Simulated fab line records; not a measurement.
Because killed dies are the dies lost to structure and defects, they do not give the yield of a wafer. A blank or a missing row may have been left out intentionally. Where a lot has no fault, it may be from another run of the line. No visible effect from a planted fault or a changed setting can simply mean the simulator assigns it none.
Which tool is to blame? | flow gf180mcu | 6 lots with 18 wafers sampled at 2 steps, on a route of 602 steps

## WHAT THE GAUGES READ, wafer by wafer
GF_VT_IMPLANT_OVL_MEAS_18.
lot  | measured     | on         | VT_IMPLANT_01_OVL (nm)
L341 | day 6 20:38  | overlay-01 | -0.4 -1.5 -0.6
L354 | day 10 02:55 | overlay-02 | -0.3 -0.9 -2.1
L356 | day 10 09:38 | overlay-01 | -2.5 -4.2 -0.3
L358 | day 11 08:12 | overlay-02 | 0.2 0.1 1.1
L361 | day 11 22:54 | overlay-02 | -1.4 -0.3 -2.4
L363 | day 12 06:06 | overlay-02 | -1.8 -1.3 -1.9

## WHAT TOOL EACH LOT RAN ON (gives the tool, then ch and the chambers of the sampled wafers, and finally the start)
lot  | GF_VT_IMPLANT_EXPOSE_15
L341 | iline_stepper-02 ch 0, day 6 13:40
L354 | iline_stepper-01 ch 0, day 9 17:51
L356 | iline_stepper-02 ch 0, day 10 00:49
L358 | iline_stepper-01 ch 0, day 10 23:50
L361 | iline_stepper-01 ch 0, day 11 13:25
L363 | iline_stepper-01 ch 0, day 11 21:22
- GF_VT_IMPLANT_EXPOSE_15: exposes mask Nwell LV AREA, target cd 860 nm.

## THE ANSWER, worked out from the rows above alone
Rule: what is usual is taken from the lots themselves. Put in order of their means at a reading, lots are off if they are a third of the lots or fewer, leave a main group of 4 or more, and stand apart from it by a gap of 3 or more times the standard deviation of the main group's means; of several such gaps the widest counts. A main group whose means are all the same, to the digits that the tables above print for the reading, isn't used. A lot without any number at a reading at which 4 lots or more have one is off too. Any other lot the step has rows for is counted as sound.
Across all readings shown, no lot is off: no conclusion can be drawn from this.

## WHAT THE SIMULATOR HAD PUT IN
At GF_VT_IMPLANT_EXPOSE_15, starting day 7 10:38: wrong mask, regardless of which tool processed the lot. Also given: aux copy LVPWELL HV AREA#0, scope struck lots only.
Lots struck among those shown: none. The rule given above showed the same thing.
